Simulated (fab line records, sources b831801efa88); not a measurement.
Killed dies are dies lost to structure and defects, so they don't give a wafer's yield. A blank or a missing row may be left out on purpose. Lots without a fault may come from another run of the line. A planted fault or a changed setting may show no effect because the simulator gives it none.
fab line records | flow gf180mcu
record lots=24 wafers=72 last_day=34
route steps=602 shown SALICIDE@283 V1@339 M2@367 M4@471 V4@490 MIM@513
lots that met no fault: from a run of the same line without faults
start_h: hours from the record's first day to the start of the lot's first wafer shown | wait_h: hours since the lot's step before | " the same as in the row above | L1.1+2: a row that stands for several wafers | - no value, or no start given | * or withheld: withheld | < > ~ a bound
route shown NAME@n: a module of which the file shows steps, and the number in the route of the first | usual: mean/standard deviation of fault-free wafers | same: alike in all rows | chamber/n: place in a boat | sites: the reading at each site | _std_site: their standard deviation | _edge_site: outer sites' mean less inner sites' | radius_mm: how far each site lies from the wafer's centre | mask NAME#n: copy n | behind: the tool/chamber that last shaped the wafer | hold: why the lot was held/for how many hours/how that ended | device: the transistor (n, p or np) that didn't switch | end of line: the same wafers' tests at the end of the route | a step without rows: its recipe alone | killed: dies lost to structure and defects at the first sort, not the wafer's yield | map: a wafer's dies, x killed, . not, _ none there
set.NAME: the setting as run; set.NAME@STEP: as run at that earlier step | model.NAME: the simulator's own value behind a step, which no gauge read
steps of the route over a sample of lots; a table a step, a row a wafer
services: from which hour (start_h, from the record's first day; less than 0 if before it) a tool's chamber was out of use, for how many hours, and why
## steps
# step GF_SALICIDE_THK_MEAS_05
# recipe thk_meas_gauge=xrf reads=TiN_of_SALICIDE_SPUTTER_03
# usual SALICIDE_TIN_THK=19.8/0.3
# columns lot.wafer tool chamber start_h wait_h SALICIDE_TIN_THK[nm]
L074.3 film_metro-03 - 332.94 0.1 19.9
L074.4 " - " " 19.8
L074.6 " - " " 20.0
L075.3 film_metro-04 - 350.05 0.1 20.1
L075.4 " - " " 19.6
L075.5 " - " " 19.8
L076.1 film_metro-04 - 354.70 0.1 19.2
L076.3 " - " " 19.6
L076.4 " - " " 19.4
L077.1 film_metro-03 - 363.73 0.1 19.3
L077.3 " - " " 19.4
L077.6 " - " " 19.7
L078.2 film_metro-04 - 381.50 0.1 19.6
L078.3 " - " " 19.4
L078.4 " - " " 19.4
L079.3 film_metro-03 - 390.40 0.1 20.2
L079.5 " - " " 20.2
L079.6 " - " " 20.2
L080.1 film_metro-01 - 403.00 0.1 19.8
L080.2 " - " " 19.9
L080.3 " - " " 20.1
L081.3 film_metro-04 - 409.57 0.1 20.1
L081.4 " - " " 20.4
L081.6 " - " " 20.4
L082.1 film_metro-01 - 412.39 0.1 19.5
L082.2 " - " " 19.8
L082.3 " - " " 19.6
L083.3 film_metro-03 - 420.81 0.1 20.4
L083.5 " - " " 19.8
L083.6 " - " " 20.1
L084.4 film_metro-01 - 426.82 0.1 19.8
L084.5 " - " " 19.6
L084.6 " - " " 19.6
L085.1 film_metro-04 - 441.73 0.1 19.5
L085.4 " - " " 20.0
L085.6 " - " " 19.6
L086.1 film_metro-04 - 447.51 0.1 20.0
L086.4 " - " " 19.5
L086.5 " - " " 19.8
L087.2 film_metro-01 - 453.74 0.1 19.7
L087.3 " - " " 19.4
L087.6 " - " " 19.9
L088.3 film_metro-01 - 469.84 0.1 19.4
L088.4 " - " " 19.8
L088.6 " - " " 19.6
L089.2 film_metro-01 - 482.19 0.1 20.0
L089.5 " - " " 20.1
L089.6 " - " " 19.9
L090.1 film_metro-01 - 484.28 0.1 19.7
L090.2 " - " " 19.8
L090.5 " - " " 19.8
L091.4 film_metro-01 - 490.27 0.1 19.4
L091.5 " - " " 19.3
L091.6 " - " " 19.6
L092.1 film_metro-03 - 497.39 0.1 19.9
L092.2 " - " " 19.7
L092.5 " - " " 20.0
L093.3 film_metro-04 - 506.63 0.1 19.8
L093.4 " - " " 19.4
L093.6 " - " " 19.7
L094.3 film_metro-01 - 512.66 0.1 19.8
L094.4 " - " " 19.2
L094.5 " - " " 19.1
L095.2 film_metro-03 - 520.74 0.1 20.0
L095.3 " - " " 19.9
L095.4 " - " " 20.2
L096.2 film_metro-03 - 524.04 0.1 19.7
L096.3 " - " " 20.1
L096.4 " - " " 19.7
L097.1 film_metro-04 - 532.99 0.1 19.1
L097.2 " - " " 19.6
L097.6 " - " " 19.2
# step GF_V1_CMP_04
# recipe material=SiO2 down_force_psi=4 platen_rpm=60 pad_velocity_m_s=0.94248
# usual edge_zone_pressure_frac=1.001/0.0052 motor_current_A=12.5/1.6 time_to_endpoint_s=79/5.9
# columns lot.wafer tool chamber start_h wait_h edge_zone_pressure_frac motor_current_A time_to_endpoint_s
L074.3 cmp-01 2 385.56 4.3 0.996 11.1 70
L074.4 " 0 " " 1.004 14.7 80
L074.6 " 2 " " 0.996 11.0 71
L075.3 cmp-02 0 397.98 0.1 0.998 11.6 74
L075.4 " 2 " " 1.006 15.7 75
L075.5 " 0 " " 1.006 12.0 73
L076.1 cmp-01 2 404.64 0.3 1.005 11.0 75
L076.4 " 3 " " 0.997 11.1 79
L076.3 " 1 " " 1.003 13.2 70
L077.3 cmp-01 3 413.42 0.1 0.997 11.4 81
L077.1 " 1 " " 0.995 13.8 77
L077.6 " 3 " " 0.999 11.3 85
L078.4 cmp-01 2 436.09 0.0 1.001 10.8 79
L078.2 " 3 " " 1.000 11.3 73
L078.3 " 1 " " 1.005 14.0 75
L079.3 cmp-02 0 442.23 0.2 0.999 11.6 72
L079.5 " 1 " " 1.005 11.1 83
L079.6 " 2 " " 1.005 15.2 77
L080.2 cmp-01 3 454.40 0.0 1.004 11.3 81
L080.3 " 0 " " 1.004 14.1 83
L080.1 " 2 " " 1.001 10.8 73
L081.4 cmp-02 1 461.16 0.0 1.013 10.5 82
L081.3 " 3 " " 1.002 12.5 89
L081.6 " 1 " " 1.007 10.8 86
L082.2 cmp-01 2 464.81 0.0 1.005 11.0 76
L082.1 " 0 " " 0.991 14.4 75
L082.3 " 1 " " 1.008 13.7 74
L083.3 cmp-02 3 472.73 0.1 0.989 12.5 82
L083.5 " 2 " " 1.004 15.2 83
L083.6 " 3 " " 0.999 13.0 83
L084.4 cmp-02 3 479.18 0.0 0.996 11.8 87
L084.6 " 3 " " 1.002 12.5 84
L084.5 " 0 " " 0.995 11.9 74
L085.1 cmp-02 0 493.36 0.1 0.995 12.2 71
L085.4 " 1 " " 1.003 10.7 82
L085.6 " 0 " " 1.002 11.9 77
L086.4 cmp-01 3 499.20 0.1 1.000 11.3 84
L086.1 " 0 " " 0.998 13.7 72
L086.5 " 2 " " 1.001 11.3 76
L087.2 cmp-01 3 505.77 0.0 0.998 11.1 74
L087.3 " 2 " " 1.002 10.6 65
L087.6 " 3 " " 0.991 12.0 81
L088.3 cmp-02 1 521.48 0.0 1.010 10.9 77
L088.4 " 2 " " 0.990 16.0 77
L088.6 " 2 " " 1.003 15.8 75
L089.2 cmp-01 2 533.78 0.0 1.000 11.0 70
L089.6 " 2 " " 0.995 11.3 75
L089.5 " 3 " " 1.003 11.4 84
L090.2 cmp-02 0 534.92 0.1 1.004 12.0 81
L090.1 " 1 " " 1.000 10.9 84
L090.5 " 2 " " 0.998 15.3 84
L091.4 cmp-01 3 540.69 0.0 0.996 11.7 83
L091.5 " 3 " " 0.996 11.0 88
L091.6 " 0 " " 0.998 14.1 86
L092.1 cmp-01 0 547.64 0.1 1.012 14.3 85
L092.2 " 2 " " 0.992 11.5 82
L092.5 " 1 " " 1.003 13.4 88
L093.3 cmp-01 1 556.74 0.1 1.003 13.4 83
L093.4 " 2 " " 1.004 11.2 86
L093.6 " 0 " " 0.998 13.3 88
L094.4 cmp-01 3 562.27 0.0 0.998 11.1 82
L094.3 " 1 " " 1.003 13.2 74
L094.5 " 0 " " 0.993 12.4 79
L095.2 cmp-01 2 567.36 0.0 1.003 11.2 84
L095.4 " 3 " " 1.002 10.8 87
L095.3 " 0 " " 0.998 14.1 83
L096.4 cmp-02 3 572.70 0.0 0.989 12.7 92
L096.2 " 0 " " 1.006 12.3 73
L096.3 " 1 " " 1.008 10.6 79
L097.2 cmp-02 3 581.00 0.1 1.002 12.3 79
L097.1 " 0 " " 0.993 12.3 78
L097.6 " 1 " " 1.005 10.7 78
# step GF_M2_RS_MEAS_05
# recipe thk_meas_gauge=four-point-probe reads=TiN_of_M2_SPUTTER_04+Ti_of_M2_SPUTTER_03+AlCu_of_M2_SPUTTER_02+TiN_of_M2_SPUTTER_01+Ti_of_M2_SPUTTER_00
# usual M2_ALCU_RS=0.0694/0.00077
# columns lot.wafer tool chamber start_h wait_h M2_ALCU_RS[ohm/sq]
L074.3 film_metro-03 - 410.96 0.1 0.0686
L074.4 " - " " 0.0701
L074.6 " - " " 0.0685
L075.3 film_metro-04 - 423.01 0.1 0.0685
L075.4 " - " " 0.0675
L075.5 " - " " 0.0686
L076.1 film_metro-04 - 430.32 0.0 0.0698
L076.3 " - " " 0.0692
L076.4 " - " " 0.0699
L077.1 film_metro-01 - 440.09 0.0 0.0699
L077.3 " - " " 0.0705
L077.6 " - " " 0.0700
L078.2 film_metro-01 - 461.69 0.0 0.0699
L078.3 " - " " 0.0696
L078.4 " - " " 0.0712
L079.3 film_metro-01 - 468.36 0.1 0.0709
L079.5 " - " " 0.0706
L079.6 " - " " 0.0708
L080.1 film_metro-04 - 480.74 0.0 0.0695
L080.2 " - " " 0.0682
L080.3 " - " " 0.0681
L081.3 film_metro-04 - 487.27 0.1 0.0690
L081.4 " - " " 0.0696
L081.6 " - " " 0.0688
L082.1 film_metro-01 - 491.09 0.0 0.0691
L082.2 " - " " 0.0698
L082.3 " - " " 0.0692
L083.3 film_metro-03 - 498.96 0.1 0.0691
L083.5 " - " " 0.0692
L083.6 " - " " 0.0689
L084.4 film_metro-03 - 505.08 0.1 0.0696
L084.5 " - " " 0.0693
L084.6 " - " " 0.0694
L085.1 film_metro-01 - 519.02 0.0 0.0693
L085.4 " - " " 0.0704
L085.6 " - " " 0.0706
L086.1 film_metro-01 - 524.74 0.0 0.0691
L086.4 " - " " 0.0693
L086.5 " - " " 0.0690
L087.2 film_metro-04 - 531.20 0.0 0.0701
L087.3 " - " " 0.0693
L087.6 " - " " 0.0705
L088.3 film_metro-04 - 545.60 0.1 0.0696
L088.4 " - " " 0.0692
L088.6 " - " " 0.0694
L089.2 film_metro-03 - 558.12 0.0 0.0696
L089.5 " - " " 0.0689
L089.6 " - " " 0.0689
L090.1 film_metro-01 - 559.18 0.0 0.0699
L090.2 " - " " 0.0700
L090.5 " - " " 0.0703
L091.4 film_metro-01 - 565.40 0.1 0.0698
L091.5 " - " " 0.0698
L091.6 " - " " 0.0704
L092.1 film_metro-04 - 572.05 0.0 0.0701
L092.2 " - " " 0.0705
L092.5 " - " " 0.0705
L093.3 film_metro-04 - 580.99 0.1 0.0674
L093.4 " - " " 0.0681
L093.6 " - " " 0.0684
L094.3 film_metro-03 - 585.65 0.1 0.0698
L094.4 " - " " 0.0701
L094.5 " - " " 0.0693
L095.2 film_metro-04 - 590.97 0.0 0.0686
L095.3 " - " " 0.0687
L095.4 " - " " 0.0689
L096.2 film_metro-04 - 597.15 0.0 0.0695
L096.3 " - " " 0.0683
L096.4 " - " " 0.0686
L097.1 film_metro-04 - 603.78 0.0 0.0700
L097.2 " - " " 0.0697
L097.6 " - " " 0.0695
# step GF_M4_OVL_MEAS_15
# usual M4_OVL=1/5.3
# columns lot.wafer tool chamber start_h wait_h M4_OVL[nm]
L074.3 overlay-02 - 534.58 0.1 3
L074.4 " - " " 8
L074.6 " - " " 12
L075.3 overlay-02 - 547.53 0.1 1
L075.4 " - " " 9
L075.5 " - " " 9
L076.1 overlay-02 - 555.32 0.1 8
L076.3 " - " " 10
L076.4 " - " " 4
L077.1 overlay-02 - 563.87 0.1 -6
L077.3 " - " " -1
L077.6 " - " " -5
L078.2 overlay-02 - 582.88 0.1 -3
L078.3 " - " " 1
L078.4 " - " " -3
L079.3 overlay-02 - 588.78 0.1 -2
L079.5 " - " " 4
L079.6 " - " " -2
L080.1 overlay-02 - 603.92 0.1 -3
L080.2 " - " " 3
L080.3 " - " " -1
L081.3 overlay-02 - 606.88 0.1 2
L081.4 " - " " 11
L081.6 " - " " 8
L082.1 overlay-02 - 609.33 0.1 -4
L082.2 " - " " 1
L082.3 " - " " -1
L083.3 overlay-02 - 616.38 0.1 5
L083.5 " - " " 4
L083.6 " - " " 4
L084.4 overlay-02 - 621.94 0.1 4
L084.5 " - " " 1
L084.6 " - " " -1
L085.1 overlay-02 - 634.68 0.1 -6
L085.4 " - " " -3
L085.6 " - " " -9
L086.1 overlay-02 - 639.62 0.1 -11
L086.4 " - " " 0
L086.5 " - " " -7
L087.2 overlay-02 - 644.98 0.1 4
L087.3 " - " " 3
L087.6 " - " " 7
L088.3 overlay-02 - 656.73 0.1 9
L088.4 " - " " 1
L088.6 " - " " 3
L089.2 overlay-02 - 668.43 0.1 11
L089.5 " - " " -6
L089.6 " - " " 6
L090.1 overlay-01 - 668.78 0.1 0
L090.2 " - " " 5
L090.5 " - " " -2
L091.4 overlay-01 - 673.59 0.1 4
L091.5 " - " " -5
L091.6 " - " " -2
L092.1 overlay-02 - 679.83 0.1 6
L092.2 " - " " -2
L092.5 " - " " -5
L093.3 overlay-01 - 687.14 0.1 0
L093.4 " - " " 1
L093.6 " - " " 6
L094.3 overlay-01 - 691.58 0.1 -1
L094.4 " - " " 2
L094.5 " - " " -1
L095.2 overlay-01 - 697.23 0.1 3
L095.3 " - " " 8
L095.4 " - " " 6
L096.2 overlay-02 - 701.68 0.1 1
L096.3 " - " " -13
L096.4 " - " " -5
L097.1 overlay-01 - 707.42 0.1 -3
L097.2 " - " " 0
L097.6 " - " " -6
# step GF_V4_CD_MEAS_14
# recipe target_cd_nm=260
# usual cd_nm=260.1/1.2
# columns lot.wafer tool chamber start_h wait_h cd_nm
L074.3 cd_sem-01 - 558.27 0.1 260.5
L074.4 " - " " 261.5
L074.6 " - " " 260.2
L075.3 cd_sem-01 - 571.75 0.1 261.9
L075.4 " - " " 262.6
L075.5 " - " " 261.9
L076.1 cd_sem-02 - 578.15 0.1 260.7
L076.3 " - " " 259.6
L076.4 " - " " 260.4
L077.1 cd_sem-01 - 586.91 0.1 258.8
L077.3 " - " " 260.9
L077.6 " - " " 259.7
L078.2 cd_sem-02 - 605.19 0.1 261.5
L078.3 " - " " 261.6
L078.4 " - " " 260.8
L079.3 cd_sem-01 - 610.71 0.2 258.9
L079.5 " - " " 259.9
L079.6 " - " " 259.3
L080.1 cd_sem-02 - 626.00 0.1 256.1
L080.2 " - " " 257.9
L080.3 " - " " 257.8
L081.3 cd_sem-01 - 629.14 0.1 259.3
L081.4 " - " " 260.0
L081.6 " - " " 260.4
L082.1 cd_sem-02 - 631.62 0.1 258.6
L082.2 " - " " 259.6
L082.3 " - " " 257.7
L083.3 cd_sem-01 - 638.50 0.1 261.9
L083.5 " - " " 260.8
L083.6 " - " " 262.0
L084.4 cd_sem-01 - 643.36 0.1 261.0
L084.5 " - " " 260.9
L084.6 " - " " 260.6
L085.1 cd_sem-01 - 655.67 0.1 258.3
L085.4 " - " " 260.2
L085.6 " - " " 259.6
L086.1 cd_sem-02 - 660.71 0.1 260.9
L086.4 " - " " 262.4
L086.5 " - " " 260.9
L087.2 cd_sem-02 - 664.84 0.1 260.3
L087.3 " - " " 260.6
L087.6 " - " " 260.4
L088.3 cd_sem-01 - 676.99 0.1 258.6
L088.4 " - " " 259.1
L088.6 " - " " 259.1
L089.2 cd_sem-02 - 687.84 0.1 260.6
L089.5 " - " " 259.4
L089.6 " - " " 259.7
L090.1 cd_sem-02 - 689.37 0.1 258.0
L090.2 " - " " 258.1
L090.5 " - " " 259.7
L091.4 cd_sem-02 - 693.67 0.1 260.7
L091.5 " - " " 260.6
L091.6 " - " " 258.8
L092.1 cd_sem-01 - 700.42 0.1 260.0
L092.2 " - " " 258.8
L092.5 " - " " 261.4
L093.3 cd_sem-02 - 706.39 0.1 259.0
L093.4 " - " " 260.7
L093.6 " - " " 259.6
L094.3 cd_sem-02 - 711.16 0.1 260.4
L094.4 " - " " 260.9
L094.5 " - " " 259.9
L095.2 cd_sem-02 - 717.52 0.1 261.3
L095.3 " - " " 262.1
L095.4 " - " " 261.3
L096.2 cd_sem-01 - 720.97 0.1 261.0
L096.3 " - " " 259.5
L096.4 " - " " 260.8
L097.1 cd_sem-01 - 727.80 0.1 258.4
L097.2 " - " " 259.9
L097.6 " - " " 259.7
# step GF_MIM_RS_MEAS_10
# recipe thk_meas_gauge=four-point-probe reads=TiN_of_MIM_SPUTTER_09+AlCu_of_MIM_SPUTTER_08+TiN_of_MIM_SPUTTER_07
# usual MIM_ALCU_RS=0.1601/0.0014
# columns lot.wafer tool chamber start_h wait_h MIM_ALCU_RS[ohm/sq]
L074.3 film_metro-02 - 560.30 0.1 0.1586
L074.4 " - " " 0.1602
L074.6 " - " " 0.1619
L075.3 film_metro-02 - 573.82 0.1 0.1628
L075.4 " - " " 0.1632
L075.5 " - " " 0.1627
L076.1 film_metro-02 - 580.23 0.0 0.1600
L076.3 " - " " 0.1606
L076.4 " - " " 0.1624
L077.1 film_metro-02 - 588.97 0.0 0.1582
L077.3 " - " " 0.1595
L077.6 " - " " 0.1586
L078.2 film_metro-02 - 607.17 0.0 0.1592
L078.3 " - " " 0.1598
L078.4 " - " " 0.1622
L079.3 film_metro-01 - 612.73 0.1 0.1611
L079.5 " - " " 0.1601
L079.6 " - " " 0.1584
L080.1 film_metro-02 - 628.33 0.0 0.1590
L080.2 " - " " 0.1589
L080.3 " - " " 0.1613
L081.3 film_metro-03 - 631.07 0.1 0.1611
L081.4 " - " " 0.1613
L081.6 " - " " 0.1612
L082.1 film_metro-02 - 633.63 0.1 0.1611
L082.2 " - " " 0.1622
L082.3 " - " " 0.1592
L083.3 film_metro-01 - 640.48 0.1 0.1591
L083.5 " - " " 0.1572
L083.6 " - " " 0.1597
L084.4 film_metro-03 - 645.32 0.1 0.1596
L084.5 " - " " 0.1613
L084.6 " - " " 0.1598
L085.1 film_metro-01 - 657.83 0.0 0.1609
L085.4 " - " " 0.1610
L085.6 " - " " 0.1609
L086.1 film_metro-02 - 662.64 0.0 0.1579
L086.4 " - " " 0.1566
L086.5 " - " " 0.1583
L087.2 film_metro-01 - 666.80 0.0 0.1606
L087.3 " - " " 0.1586
L087.6 " - " " 0.1613
L088.3 film_metro-01 - 678.93 0.1 0.1596
L088.4 " - " " 0.1601
L088.6 " - " " 0.1590
L089.2 film_metro-03 - 689.77 0.0 0.1600
L089.5 " - " " 0.1612
L089.6 " - " " 0.1604
L090.1 film_metro-03 - 691.30 0.0 0.1575
L090.2 " - " " 0.1592
L090.5 " - " " 0.1589
L091.4 film_metro-01 - 695.71 0.1 0.1612
L091.5 " - " " 0.1596
L091.6 " - " " 0.1603
L092.1 film_metro-03 - 702.38 0.0 0.1601
L092.2 " - " " 0.1589
L092.5 " - " " 0.1614
L093.3 film_metro-01 - 708.34 0.1 0.1597
L093.4 " - " " 0.1597
L093.6 " - " " 0.1581
L094.3 film_metro-01 - 713.10 0.1 0.1581
L094.4 " - " " 0.1574
L094.5 " - " " 0.1586
L095.2 film_metro-01 - 719.45 0.0 0.1596
L095.3 " - " " 0.1590
L095.4 " - " " 0.1582
L096.2 film_metro-01 - 722.98 0.0 0.1617
L096.3 " - " " 0.1608
L096.4 " - " " 0.1609
L097.1 film_metro-02 - 729.73 0.0 0.1602
L097.2 " - " " 0.1622
L097.6 " - " " 0.1630
## services
# columns tool chamber start_h hours kind
cmp-01 - 365.18 20.0 repair
cmp-02 - 365.26 0.9 repair
cmp-02 - 380.16 8.3 repair
cmp-01 - 388.72 5.9 pm
cmp-02 - 404.00 4.0 pm
cmp-02 - 408.00 - consumable_replace:conditioner
cmp-02 - 408.00 - consumable_replace:pad
cmp-02 - 421.93 6.7 pm
cmp-01 - 492.68 2.8 repair
cmp-01 - 572.06 4.0 pm
cmp-01 - 576.06 - consumable_replace:conditioner
cmp-01 - 576.06 - consumable_replace:pad
## key
fault none
